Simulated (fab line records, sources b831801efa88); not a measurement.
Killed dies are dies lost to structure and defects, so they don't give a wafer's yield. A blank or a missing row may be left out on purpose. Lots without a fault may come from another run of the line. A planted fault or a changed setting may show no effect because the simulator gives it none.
fab line records | flow sky130
record lots=24 wafers=72 last_day=50
route steps=708 shown SPACER@305 LOCAL_INTERCONNECT@399 METAL1@450 VIA1@480 VIA2@522 CAPM@537
lots that met no fault: from a run of the same line without faults
start_h: hours from the record's first day to the start of the lot's first wafer shown | wait_h: hours since the lot's step before | " the same as in the row above | L1.1+2: a row that stands for several wafers | - no value, or no start given | * or withheld: withheld | < > ~ a bound
route shown NAME@n: a module of which the file shows steps, and the number in the route of the first | usual: mean/standard deviation of fault-free wafers | same: alike in all rows | chamber/n: place in a boat | sites: the reading at each site | _std_site: their standard deviation | _edge_site: outer sites' mean less inner sites' | radius_mm: how far each site lies from the wafer's centre | mask NAME#n: copy n | behind: the tool/chamber that last shaped the wafer | hold: why the lot was held/for how many hours/how that ended | device: the transistor (n, p or np) that didn't switch | end of line: the same wafers' tests at the end of the route | a step without rows: its recipe alone | killed: dies lost to structure and defects at the first sort, not the wafer's yield | map: a wafer's dies, x killed, . not, _ none there
set.NAME: the setting as run; set.NAME@STEP: as run at that earlier step | model.NAME: the simulator's own value behind a step, which no gauge read
steps of the route over a sample of lots; a table a step, a row a wafer
services: from which hour (start_h, from the record's first day; less than 0 if before it) a tool's chamber was out of use, for how many hours, and why
## steps
# step SKY_SPACER_THK_MEAS_01
# recipe reads=Si3N4_of_SPACER_CVD_00
# usual SPACER_CVD_00_THK=43.1/0.43
# columns lot.wafer tool chamber start_h wait_h SPACER_CVD_00_THK[nm]
L074.1 film_metro-03 - 510.91 0.0 43.5
L074.3 " - " " 43.6
L074.5 " - " " 43.5
L075.4 film_metro-01 - 526.12 0.0 43.3
L075.5 " - " " 43.6
L075.6 " - " " 43.6
L076.2 film_metro-01 - 532.78 0.0 43.6
L076.4 " - " " 43.3
L076.5 " - " " 43.0
L077.2 film_metro-03 - 547.25 0.0 42.7
L077.3 " - " " 42.6
L077.6 " - " " 42.6
L078.1 film_metro-03 - 563.97 0.0 43.1
L078.2 " - " " 42.7
L078.3 " - " " 43.0
L079.3 film_metro-01 - 578.36 0.0 44.0
L079.4 " - " " 44.1
L079.6 " - " " 44.0
L080.2 film_metro-02 - 588.19 0.0 42.7
L080.3 " - " " 42.8
L080.4 " - " " 43.1
L081.1 film_metro-01 - 591.63 0.0 42.9
L081.5 " - " " 42.4
L081.6 " - " " 42.7
L082.1 film_metro-02 - 606.32 0.0 42.7
L082.2 " - " " 42.6
L082.5 " - " " 42.5
L084.3 film_metro-02 - 614.20 0.0 42.9
L084.5 " - " " 43.4
L084.6 " - " " 43.0
L083.1 film_metro-02 - 615.99 0.0 42.6
L083.3 " - " " 42.9
L083.5 " - " " 42.4
L085.3 film_metro-02 - 617.82 0.0 42.7
L085.4 " - " " 43.0
L085.6 " - " " 43.0
L086.1 film_metro-02 - 628.39 0.0 42.6
L086.3 " - " " 42.9
L086.4 " - " " 43.2
L087.3 film_metro-01 - 637.19 0.0 42.9
L087.4 " - " " 43.4
L087.6 " - " " 43.3
L088.1 film_metro-01 - 642.97 0.0 42.3
L088.2 " - " " 42.4
L088.4 " - " " 42.1
L089.2 film_metro-02 - 676.56 0.0 43.5
L089.4 " - " " 43.6
L089.5 " - " " 43.6
L091.2 film_metro-01 - 676.56 0.0 43.0
L091.4 " - " " 43.0
L091.5 " - " " 43.4
L090.3 film_metro-03 - 676.57 0.0 43.2
L090.5 " - " " 43.1
L090.6 " - " " 43.2
L092.4 film_metro-02 - 680.42 0.0 43.3
L092.5 " - " " 43.4
L092.6 " - " " 43.5
L093.1 film_metro-03 - 687.39 0.0 43.6
L093.5 " - " " 44.1
L093.6 " - " " 43.7
L094.3 film_metro-02 - 707.93 0.0 42.9
L094.4 " - " " 42.8
L094.5 " - " " 42.8
L095.1 film_metro-03 - 725.30 0.0 43.3
L095.3 " - " " 43.7
L095.6 " - " " 43.0
L096.1 film_metro-02 - 725.30 0.0 42.9
L096.3 " - " " 43.0
L096.6 " - " " 42.7
L097.1 film_metro-01 - 730.52 0.0 43.1
L097.2 " - " " 43.1
L097.3 " - " " 42.5
# step SKY_LOCAL_INTERCONNECT_OVL_MEAS_12
# usual LOCAL_INTERCONNECT_OVL=1/5.5
# columns lot.wafer tool chamber start_h wait_h LOCAL_INTERCONNECT_OVL[nm]
L074.1 overlay-01 - 684.58 0.1 -1
L074.3 " - " " 0
L074.5 " - " " 0
L075.4 overlay-02 - 699.65 0.1 4
L075.5 " - " " -5
L075.6 " - " " -5
L076.2 overlay-02 - 708.26 0.1 8
L076.4 " - " " 5
L076.5 " - " " -1
L077.2 overlay-01 - 720.11 0.1 4
L077.3 " - " " 0
L077.6 " - " " 3
L078.1 overlay-02 - 736.01 0.1 -4
L078.2 " - " " -8
L078.3 " - " " -8
L079.3 overlay-01 - 749.34 0.1 4
L079.4 " - " " 0
L079.6 " - " " -1
L080.2 overlay-02 - 755.03 0.1 0
L080.3 " - " " -10
L080.4 " - " " -1
L081.1 overlay-02 - 759.18 0.1 3
L081.5 " - " " -2
L081.6 " - " " -2
L082.1 overlay-02 - 774.76 0.1 -8
L082.2 " - " " -5
L082.5 " - " " -12
L084.3 overlay-01 - 780.39 0.1 6
L084.5 " - " " 6
L084.6 " - " " 1
L083.1 overlay-01 - 781.63 0.1 2
L083.3 " - " " 5
L083.5 " - " " 3
L085.3 overlay-01 - 784.12 0.1 -8
L085.4 " - " " 3
L085.6 " - " " -3
L086.1 overlay-01 - 794.01 0.1 -4
L086.3 " - " " -6
L086.4 " - " " -1
L087.3 overlay-02 - 803.74 0.1 -2
L087.4 " - " " 2
L087.6 " - " " 3
L088.1 overlay-01 - 807.58 0.1 8
L088.2 " - " " 4
L088.4 " - " " 2
L090.3 overlay-01 - 840.59 0.1 3
L090.5 " - " " 6
L090.6 " - " " 6
L091.2 overlay-02 - 841.01 0.1 6
L091.4 " - " " 9
L091.5 " - " " 6
L089.2 overlay-01 - 841.29 0.1 10
L089.4 " - " " 1
L089.5 " - " " 2
L092.4 overlay-01 - 842.70 0.1 -2
L092.5 " - " " -4
L092.6 " - " " 0
L093.1 overlay-02 - 852.63 0.1 1
L093.5 " - " " 6
L093.6 " - " " 2
L094.3 overlay-01 - 869.54 0.1 1
L094.4 " - " " 7
L094.5 " - " " -4
L096.1 overlay-02 - 888.08 0.1 11
L096.3 " - " " 7
L096.6 " - " " 11
L095.1 overlay-01 - 888.43 0.1 -7
L095.3 " - " " 0
L095.6 " - " " -1
L097.1 overlay-01 - 892.66 0.1 -5
L097.2 " - " " -5
L097.3 " - " " -5
# step SKY_METAL1_OVL_MEAS_16
# usual METAL1_OVL=1/5.7
# columns lot.wafer tool chamber start_h wait_h METAL1_OVL[nm]
L074.1 overlay-01 - 743.13 0.1 2
L074.3 " - " " 2
L074.5 " - " " 0
L075.4 overlay-01 - 755.75 0.1 -1
L075.5 " - " " -9
L075.6 " - " " -5
L076.2 overlay-02 - 764.79 0.1 5
L076.4 " - " " 4
L076.5 " - " " -3
L077.2 overlay-02 - 776.85 0.1 21
L077.3 " - " " 12
L077.6 " - " " 13
L078.1 overlay-02 - 792.03 0.1 7
L078.2 " - " " 1
L078.3 " - " " 2
L079.3 overlay-02 - 805.02 0.1 8
L079.4 " - " " -2
L079.6 " - " " -3
L080.2 overlay-01 - 811.50 0.1 0
L080.3 " - " " 4
L080.4 " - " " 0
L081.1 overlay-01 - 815.00 0.1 0
L081.5 " - " " -5
L081.6 " - " " -2
L082.1 overlay-01 - 829.96 0.1 2
L082.2 " - " " -2
L082.5 " - " " -2
L084.3 overlay-01 - 835.90 0.1 -3
L084.5 " - " " 1
L084.6 " - " " -9
L083.1 overlay-02 - 837.64 0.1 16
L083.3 " - " " 10
L083.5 " - " " 11
L085.3 overlay-01 - 840.37 0.1 -4
L085.4 " - " " 4
L085.6 " - " " 4
L086.1 overlay-01 - 849.53 0.1 2
L086.3 " - " " -2
L086.4 " - " " -4
L087.3 overlay-01 - 859.02 0.1 4
L087.4 " - " " -7
L087.6 " - " " -1
L088.1 overlay-02 - 863.73 0.1 -6
L088.2 " - " " 0
L088.4 " - " " -7
L090.3 overlay-01 - 895.85 0.1 -1
L090.5 " - " " 0
L090.6 " - " " 2
L091.2 overlay-01 - 896.20 0.1 6
L091.4 " - " " 2
L091.5 " - " " -1
L089.2 overlay-01 - 896.81 0.1 2
L089.4 " - " " 7
L089.5 " - " " -4
L092.4 overlay-02 - 898.16 0.1 7
L092.5 " - " " 3
L092.6 " - " " 1
L093.1 overlay-02 - 906.84 0.1 -5
L093.5 " - " " -7
L093.6 " - " " 1
L094.3 overlay-01 - 923.60 0.1 -6
L094.4 " - " " 5
L094.5 " - " " -4
L096.1 overlay-02 - 940.04 0.1 5
L096.3 " - " " 3
L096.6 " - " " 11
L095.1 overlay-02 - 940.61 0.1 1
L095.3 " - " " 7
L095.6 " - " " 10
L097.1 overlay-02 - 945.18 0.1 5
L097.2 " - " " 1
L097.3 " - " " 4
# step SKY_VIA1_RS_MEAS_22
# recipe thk_meas_gauge=four-point-probe reads=W_of_VIA1_CVD_21+TiN_of_VIA1_SPUTTER_20
# usual VIA1_W_RS=0.424/0.0054
# columns lot.wafer tool chamber start_h wait_h VIA1_W_RS[ohm/sq]
L074.1 film_metro-04 - 772.80 0.1 0.432
L074.3 " - " " 0.421
L074.5 " - " " 0.421
L075.4 film_metro-04 - 784.71 0.1 0.434
L075.5 " - " " 0.430
L075.6 " - " " 0.420
L076.2 film_metro-02 - 794.11 0.1 0.422
L076.4 " - " " 0.425
L076.5 " - " " 0.430
L077.2 film_metro-02 - 805.59 0.1 0.417
L077.3 " - " " 0.420
L077.6 " - " " 0.418
L078.1 film_metro-04 - 820.45 0.1 0.420
L078.2 " - " " 0.431
L078.3 " - " " 0.427
L079.3 film_metro-02 - 834.08 0.1 0.421
L079.4 " - " " 0.428
L079.6 " - " " 0.419
L080.2 film_metro-04 - 840.13 0.1 0.423
L080.3 " - " " 0.426
L080.4 " - " " 0.419
L081.1 film_metro-01 - 843.10 0.1 0.426
L081.5 " - " " 0.412
L081.6 " - " " 0.421
L082.1 film_metro-02 - 857.95 0.1 0.419
L082.2 " - " " 0.425
L082.5 " - " " 0.419
L084.3 film_metro-04 - 864.29 0.1 0.432
L084.5 " - " " 0.421
L084.6 " - " " 0.420
L083.1 film_metro-04 - 866.76 0.1 0.434
L083.3 " - " " 0.422
L083.5 " - " " 0.429
L085.3 film_metro-04 - 868.89 0.1 0.421
L085.4 " - " " 0.430
L085.6 " - " " 0.424
L086.1 film_metro-04 - 877.85 0.1 0.424
L086.3 " - " " 0.421
L086.4 " - " " 0.432
L087.3 film_metro-02 - 887.01 0.1 0.427
L087.4 " - " " 0.420
L087.6 " - " " 0.430
L088.1 film_metro-04 - 891.83 0.1 0.420
L088.2 " - " " 0.420
L088.4 " - " " 0.415
L090.3 film_metro-01 - 923.27 0.1 0.423
L090.5 " - " " 0.420
L090.6 " - " " 0.417
L091.2 film_metro-02 - 923.29 0.1 0.418
L091.4 " - " " 0.429
L091.5 " - " " 0.419
L089.2 film_metro-02 - 923.73 0.1 0.425
L089.4 " - " " 0.429
L089.5 " - " " 0.417
L092.4 film_metro-01 - 925.07 0.1 0.428
L092.5 " - " " 0.427
L092.6 " - " " 0.414
L093.1 film_metro-04 - 934.00 0.1 0.428
L093.5 " - " " 0.416
L093.6 " - " " 0.430
L094.3 film_metro-04 - 950.38 0.1 0.419
L094.4 " - " " 0.434
L094.5 " - " " 0.424
L096.1 film_metro-01 - 967.51 0.1 0.429
L096.3 " - " " 0.420
L096.6 " - " " 0.430
L095.1 film_metro-02 - 967.71 0.1 0.424
L095.3 " - " " 0.425
L095.6 " - " " 0.430
L097.1 film_metro-02 - 972.21 0.1 0.431
L097.2 " - " " 0.420
L097.3 " - " " 0.417
# step SKY_VIA2_ETCH_15
# recipe target=SiO2 chemistry=C4F8/O2/Ar target_depth_nm=546 stop_on=TiN mask_material=KrF-thick source_w=1500 bias_w=1200 pressure_mtorr=40 c4f8_flow_sccm=withheld O2_flow_sccm=6 Ar_flow_sccm=300 time_s=84
# usual oes_product_au=0.940/0.0047
# columns lot.wafer tool chamber start_h wait_h oes_product_au rf_hours_counter_h
L074.1 rie_diel-04 2 827.21 0.0 0.945 11
L074.3 " 3 " " 0.944 1
L074.5 " 2 " " 0.936 -
L075.4 rie_diel-04 3 840.09 0.0 0.950 2
L075.5 " 1 " " 0.942 -
L075.6 " 0 " " 0.938 -
L076.2 rie_diel-04 0 848.09 0.0 0.943 5
L076.4 " 2 " " 0.941 12
L076.5 " 2 " " 0.946 -
L077.2 rie_diel-02 3 860.82 0.0 0.938 9
L077.3 " 0 " " 0.932 12
L077.6 " 0 " " 0.937 -
L078.1 rie_diel-04 3 875.76 0.0 0.940 3
L078.2 " 0 " " 0.938 6
L078.3 " 2 " " 0.945 13
L079.3 rie_diel-02 1 889.74 0.0 0.939 25
L079.4 " 2 " " 0.936 -
L079.6 " 0 " " 0.939 -
L080.2 rie_diel-03 0 893.87 0.0 0.941 20
L080.3 " 3 " " 0.940 19
L080.4 " 2 " " 0.939 8
L081.1 rie_diel-03 2 897.46 0.0 0.940 8
L081.5 " 0 " " 0.944 -
L081.6 " 3 " " 0.942 -
L082.1 rie_diel-04 0 911.51 0.0 0.941 7
L082.2 " 1 " " 0.943 8
L082.5 " 0 " " 0.950 -
L084.3 rie_diel-04 2 917.69 0.0 0.935 15
L084.5 " 3 " " 0.946 -
L084.6 " 2 " " 0.945 -
L083.1 rie_diel-03 1 920.09 0.0 0.942 1
L083.3 " 0 " " 0.935 20
L083.5 " 1 " " 0.936 -
L085.3 rie_diel-04 0 921.11 0.0 0.936 7
L085.4 " 2 " " 0.943 15
L085.6 " 0 " " 0.944 -
L086.1 rie_diel-02 0 930.31 0.0 0.942 14
L086.3 " 3 " " 0.943 11
L086.4 " 2 " " 0.942 16
L087.3 rie_diel-04 1 938.37 0.0 0.937 9
L087.4 " 3 " " 0.935 5
L087.6 " 0 " " 0.945 -
L088.1 rie_diel-02 3 943.79 0.0 0.930 12
L088.2 " 0 " " 0.936 15
L088.4 " 1 " " 0.947 27
L090.3 rie_diel-04 2 973.74 0.0 0.941 16
L090.5 " 2 " " 0.931 -
L090.6 " 3 " " 0.940 -
L091.2 rie_diel-02 0 973.86 0.0 0.939 15
L091.4 " 2 " " 0.933 18
L091.5 " 2 " " 0.937 -
L089.2 rie_diel-03 0 974.47 0.0 0.940 22
L089.4 " 1 " " 0.942 3
L089.5 " 3 " " 0.932 -
L092.4 rie_diel-03 0 975.61 0.0 0.934 22
L092.5 " 1 " " 0.937 -
L092.6 " 2 " " 0.945 -
L093.1 rie_diel-03 0 984.47 0.0 0.936 22
L093.5 " 3 " " 0.943 -
L093.6 " 0 " " 0.941 -
L094.3 rie_diel-03 0 999.94 0.0 0.939 23
L094.4 " 2 " " 0.946 11
L094.5 " 3 " " 0.935 -
L096.1 rie_diel-03 2 1016.16 0.0 0.937 12
L096.3 " 3 " " 0.943 23
L096.6 " 2 " " 0.934 -
L095.1 rie_diel-04 2 1016.51 0.0 0.942 17
L095.3 " 1 " " 0.940 11
L095.6 " 1 " " 0.954 -
L097.1 rie_diel-03 1 1020.99 0.0 0.940 4
L097.2 " 3 " " 0.941 23
L097.3 " 2 " " 0.940 12
# step SKY_CAPM_CVD_00
# recipe material=SiO2 target_thk_nm=15.5 temp_c=400 time_s=withheld rf_w=450
# usual heater_power_w=678/59
# columns lot.wafer tool chamber start_h wait_h heater_power_w
L074.1 pecvd-04 2 828.73 0.0 670
L074.3 " 0 " " 726
L074.5 " 1 " " 626
L075.4 pecvd-02 1 841.61 0.0 772
L075.5 " 2 " " 675
L075.6 " 0 " " 723
L076.2 pecvd-01 1 849.57 0.0 643
L076.4 " 0 " " 746
L076.5 " 2 " " 635
L077.2 pecvd-02 1 862.30 0.0 699
L077.3 " 2 " " 568
L077.6 " 2 " " 569
L078.1 pecvd-02 2 877.58 0.0 634
L078.2 " 0 " " 616
L078.3 " 1 " " 775
L079.3 pecvd-04 0 891.38 0.0 726
L079.4 " 1 " " 666
L079.6 " 1 " " 652
L080.2 pecvd-02 2 895.35 0.0 621
L080.3 " 0 " " 651
L080.4 " 0 " " 650
L081.1 pecvd-01 1 903.73 0.0 651
L081.5 " 2 " " 607
L081.6 " 0 " " 760
L082.1 pecvd-02 1 913.00 0.0 775
L082.2 " 0 " " 773
L082.5 " 2 " " 676
L084.3 pecvd-04 0 919.21 0.0 723
L084.5 " 2 " " 595
L084.6 " 1 " " 659
L083.1 pecvd-04 0 921.68 0.0 731
L083.3 " 1 " " 654
L083.5 " 1 " " 665
L085.3 pecvd-01 0 922.63 0.0 764
L085.4 " 2 " " 699
L085.6 " 0 " " 756
L086.1 pecvd-04 0 931.80 0.0 626
L086.3 " 2 " " 672
L086.4 " 0 " " 643
L087.3 pecvd-01 2 939.89 0.0 667
L087.4 " 2 " " 638
L087.6 " 1 " " 744
L088.1 pecvd-02 0 945.30 0.0 650
L088.2 " 1 " " 659
L088.4 " 2 " " 676
L090.3 pecvd-04 2 975.22 0.0 558
L090.5 " 0 " " 742
L090.6 " 1 " " 664
L091.2 pecvd-01 2 975.40 0.0 568
L091.4 " 2 " " 577
L091.5 " 0 " " 738
L089.2 pecvd-02 0 975.96 0.0 672
L089.4 " 1 " " 738
L089.5 " 0 " " 655
L092.4 pecvd-04 1 977.14 0.0 644
L092.5 " 2 " " 633
L092.6 " 0 " " 767
L093.1 pecvd-01 0 985.99 0.0 674
L093.5 " 1 " " 654
L093.6 " 0 " " 675
L094.3 pecvd-01 2 1001.46 0.0 687
L094.4 " 0 " " 687
L094.5 " 0 " " 714
L096.1 pecvd-04 0 1017.68 0.0 665
L096.3 " 2 " " 653
L096.6 " 0 " " 672
L095.1 pecvd-02 2 1018.00 0.0 597
L095.3 " 0 " " 681
L095.6 " 2 " " 598
L097.1 pecvd-02 1 1022.47 0.0 764
L097.2 " 0 " " 763
L097.3 " 2 " " 664
## services
# columns tool chamber start_h hours kind
rie_diel-02 0 825.03 2.8 repair
pecvd-02 0 851.57 16.7 repair
rie_diel-03 1 859.56 - clean
rie_diel-03 1 859.56 22.6 scheduled_down
rie_diel-03 1 859.56 22.6 vent_cycle
rie_diel-04 0 859.97 1.6 repair
pecvd-01 2 877.49 5.5 scheduled_down
rie_diel-02 3 881.37 9.0 repair
pecvd-04 2 881.85 - clean
pecvd-04 2 881.85 29.5 scheduled_down
pecvd-04 2 881.85 29.5 vent_cycle
pecvd-02 - 885.99 1.2 repair
pecvd-04 - 918.08 0.8 repair
pecvd-01 - 923.67 2.8 pm
pecvd-04 2 924.27 5.5 scheduled_down
pecvd-04 1 938.39 5.5 scheduled_down
rie_diel-04 1 976.62 16.8 repair
rie_diel-04 2 978.34 9.4 repair
pecvd-02 0 984.30 5.5 scheduled_down
rie_diel-02 3 993.46 9.8 repair
rie_diel-04 - 1001.71 2.8 pm
pecvd-02 1 1001.77 2.1 scheduled_down
pecvd-04 - 1003.71 0.5 repair
rie_diel-03 - 1010.55 0.4 repair
## key
fault none
